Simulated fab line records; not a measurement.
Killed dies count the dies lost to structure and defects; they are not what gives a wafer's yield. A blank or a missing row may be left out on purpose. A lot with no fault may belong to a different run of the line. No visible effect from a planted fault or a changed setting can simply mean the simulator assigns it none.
fab line records	flow sky130
record: lots: 5	wafers: 15	last-day: 50
route steps=708 shown SONOS_ONO@169
lots that met no fault: taken from a fault-free run of the same line
start-h: the number of hours between the record's first day and the start of the first shown wafer of the lot	wait-h: hours from the lot's prior step to this one	" repeats the value in the row above	L1.1+2: a row that stands for several wafers	- value missing, or start not given	* or withheld: withheld	< > ~ a bound
route shown NAME@n: a module of which the file shows steps, and the number in the route of the first	usual: the fault-free wafers' mean and standard deviation	same: alike in all rows	chamber/n: place in a boat	sites: per-site readings	_std_site: standard deviation across them	_edge_site: mean of outer sites minus mean of inner sites	radius-mm: for every site, how far away it sits from the centre of the wafer	mask NAME#n: copy n	behind: the last tool/chamber to shape the wafer	hold: cause of the lot's hold/its duration in hours/its outcome	device: the n, p or np transistor that did not switch	end of line: the route-end tests of the same wafers	step lacking rows: just its recipe	killed: dies that structure and defects cost at the first sort, which is not the same as the wafer's yield	map: shows each die of a wafer: x if killed, . if not, _ if none is there
set.NAME: the setting the step ran with; set.NAME@STEP: the setting that earlier step ran with	model.NAME: the simulator's own value behind a step, which no gauge read
a table for each step, a row for each wafer; lots at some steps of the route
services: when a tool's chamber went out of use (start-h, in hours from the record's first day, below 0 if earlier), for how many hours, and the reason
== steps ==
step: SKY_SONOS_ONO_THK_MEAS_01
recipe: reads: SiO2_of_SONOS_ONO_OXIDATION_00
usual: SONOS_ONO_OXIDATION_THK: 2.61/0.061
lot.wafer	tool	chamber	start-h	wait-h	SONOS_ONO_OXIDATION_THK[nm]
L074.1	film-metro-03	-	258.72	0.0	2.64
L074.3	"	-	"	"	2.57
L074.6	"	-	"	"	2.61
L077.1	film-metro-04	-	278.97	0.0	2.63
L077.4	"	-	"	"	2.63
L077.5	"	-	"	"	2.59
L087.1	film-metro-02	-	355.86	0.0	2.50
L087.3	"	-	"	"	2.52
L087.4	"	-	"	"	2.59
L090.1	film-metro-02	-	377.19	0.0	2.67
L090.2	"	-	"	"	2.54
L090.3	"	-	"	"	2.62
L093.2	film-metro-04	-	406.62	0.0	2.67
L093.3	"	-	"	"	2.59
L093.6	"	-	"	"	2.62
step: SKY_SONOS_ONO_CVD_02
recipe: material: Si3N4	precursor: DCS/NH3	target-thk-nm: 10.5	temp-c: 770	time-s: 180	pressure-mtorr: 250
lot.wafer	tool	chamber	start-h	wait-h
L074.1+3+6	lpcvd-02	0	258.78	0.1
L077.1+4+5	lpcvd-02	0	280.12	1.1
L087.1+3+4	lpcvd-02	1	355.92	0.1
L090.1+2+3	lpcvd-02	1	378.52	1.3
L093.2+3+6	lpcvd-02	1	408.21	1.6
step: SKY_SONOS_ONO_THK_MEAS_03
recipe: reads: Si3N4_of_SONOS_ONO_CVD_02
usual: SONOS_ONO_CVD_02_THK: 10.56/0.15
lot.wafer	tool	chamber	start-h	wait-h	SONOS_ONO_CVD_02_THK[nm]
L074.1	film-metro-02	-	259.83	0.0	10.65
L074.3	"	-	"	"	10.42
L074.6	"	-	"	"	10.66
L077.1	film-metro-02	-	281.17	0.0	10.62
L077.4	"	-	"	"	10.66
L077.5	"	-	"	"	10.60
L087.1	film-metro-03	-	356.97	0.0	10.67
L087.3	"	-	"	"	10.57
L087.4	"	-	"	"	10.58
L090.1	film-metro-03	-	379.57	0.0	10.51
L090.2	"	-	"	"	10.39
L090.3	"	-	"	"	10.57
L093.2	film-metro-04	-	409.27	0.0	10.40
L093.3	"	-	"	"	10.40
L093.6	"	-	"	"	10.32
step: SKY_SONOS_ONO_CVD_04
recipe: material: SiO2	precursor: SiH4/N2O	target-thk-nm: 5.7199	temp-c: 900	pressure-mtorr: 400
lot.wafer	tool	chamber	start-h	wait-h
L074.1+3+6	lpcvd-03	0	259.89	0.1
L077.1+4+5	lpcvd-03	0	281.23	0.1
L087.1+3+4	lpcvd-03	1	357.03	0.1
L090.1+2+3	lpcvd-03	0	379.63	0.1
L093.2+3+6	lpcvd-03	1	409.32	0.0
step: SKY_SONOS_ONO_THK_MEAS_05
recipe: reads: SiO2_of_SONOS_ONO_CVD_04
usual: SONOS_ONO_CVD_04_THK: 5.74/0.14
lot.wafer	tool	chamber	start-h	wait-h	SONOS_ONO_CVD_04_THK[nm]
L074.1	film-metro-02	-	261.14	0.0	5.85
L074.3	"	-	"	"	5.69
L074.6	"	-	"	"	5.70
L077.1	film-metro-02	-	283.10	0.0	5.66
L077.4	"	-	"	"	5.71
L077.5	"	-	"	"	5.75
L087.1	film-metro-03	-	358.28	0.0	5.56
L087.3	"	-	"	"	5.63
L087.4	"	-	"	"	5.60
L090.1	film-metro-04	-	380.88	0.0	5.63
L090.2	"	-	"	"	5.64
L090.3	"	-	"	"	5.59
L093.2	film-metro-03	-	410.58	0.0	5.94
L093.3	"	-	"	"	5.91
L093.6	"	-	"	"	5.86
step: SKY_SONOS_ONO_DEHYDRATE_06
recipe: temp-c: 200	time-s: 60
lot.wafer	tool	chamber	start-h	wait-h
L074.1+3+6	litho-track-03	0	273.05	11.9
L077.1+4+5	litho-track-03	0	295.15	12.0
L087.1+3+4	litho-track-03	0	372.00	13.7
L090.1+2+3	litho-track-01	0	394.95	14.1
L093.2+3+6	litho-track-01	0	424.92	14.3
step: SKY_SONOS_ONO_HMDS_07
recipe: prime-time-s: 60	prime-temp-c: 120
usual: prime-temp-c: 120.00/0.14
same: prime-time-s: 60
lot.wafer	tool	chamber	start-h	wait-h	prime-temp-c
L074.1	litho-track-03	0	273.20	0.1	120.04
L074.3	"	0	"	"	120.00
L074.6	"	0	"	"	119.82
L077.1	litho-track-03	0	295.30	0.1	120.08
L077.4	"	0	"	"	120.04
L077.5	"	0	"	"	120.20
L087.1	litho-track-03	0	372.15	0.1	120.14
L087.3	"	0	"	"	120.19
L087.4	"	0	"	"	120.24
L090.1	litho-track-01	0	395.10	0.1	120.03
L090.2	"	0	"	"	119.98
L090.3	"	0	"	"	119.89
L093.2	litho-track-01	0	425.07	0.1	119.94
L093.3	"	0	"	"	119.87
L093.6	"	0	"	"	119.82
step: SKY_SONOS_ONO_COAT_08
recipe: resist: NOVOLAK	spin-rpm: 3000	resist-thk-nm: 1140
lot.wafer	tool	chamber	start-h	wait-h
L074.1+3+6	litho-track-03	0	273.35	0.1
L077.1+4+5	litho-track-03	0	295.45	0.1
L087.1+3+4	litho-track-03	0	372.30	0.1
L090.1+2+3	litho-track-01	0	395.25	0.1
L093.2+3+6	litho-track-01	0	425.22	0.1
step: SKY_SONOS_ONO_SOFTBAKE_09
recipe: temp-c: 90	time-s: 60	resist: NOVOLAK
lot.wafer	tool	chamber	start-h	wait-h
L074.1+3+6	litho-track-03	0	273.50	0.1
L077.1+4+5	litho-track-03	0	295.60	0.1
L087.1+3+4	litho-track-03	0	372.45	0.1
L090.1+2+3	litho-track-01	0	395.40	0.1
L093.2+3+6	litho-track-01	0	425.37	0.1
step: SKY_SONOS_ONO_EXPOSE_10
recipe: mask-id: ONOM	target-cd-nm: 410	na: 0.6	source-shape: conventional	sigma-outer: 0.6	dose-mj: 150
usual: exposure-dose-mJ-cm2: 150.01/0.16
lot.wafer	tool	chamber	start-h	wait-h	mask	exposure-dose-mJ-cm2
L074.1	iline-stepper-02	0	-	-	ONOM#0	150.00
L074.3	"	0	"	"	ONOM#0	149.78
L074.6	"	0	"	"	ONOM#0	150.04
L077.1	iline-stepper-02	0	-	-	ONOM#0	149.89
L077.4	"	0	"	"	ONOM#0	149.91
L077.5	"	0	"	"	ONOM#0	149.90
L087.1	iline-stepper-01	0	-	-	ONOM#0	149.96
L087.3	"	0	"	"	ONOM#0	149.96
L087.4	"	0	"	"	ONOM#0	150.01
L090.1	iline-stepper-02	0	-	-	ONOM#0	149.73
L090.2	"	0	"	"	ONOM#0	149.92
L090.3	"	0	"	"	ONOM#0	150.02
L093.2	iline-stepper-01	0	-	-	ONOM#0	149.89
L093.3	"	0	"	"	ONOM#0	150.02
L093.6	"	0	"	"	ONOM#0	150.18
step: SKY_SONOS_ONO_PEB_11
recipe: temp-c: withheld	time-s: *	resist: NOVOLAK
lot.wafer	tool	chamber	start-h	wait-h
L074.1+3+6	litho-track-01	0	-	-
L077.1+4+5	litho-track-04	0	-	-
L087.1+3+4	litho-track-01	0	-	-
L090.1+2+3	litho-track-04	0	-	-
L093.2+3+6	litho-track-01	0	-	-
== services ==
tool	chamber	start-h	hours	kind
iline-stepper-01	-	244.36	2.0	repair
iline-stepper-02	0	299.54	-	calibration
iline-stepper-01	0	308.77	-	calibration
iline-stepper-02	-	399.22	1.7	pm
iline-stepper-01	-	400.89	1.7	pm
== key ==
fault none
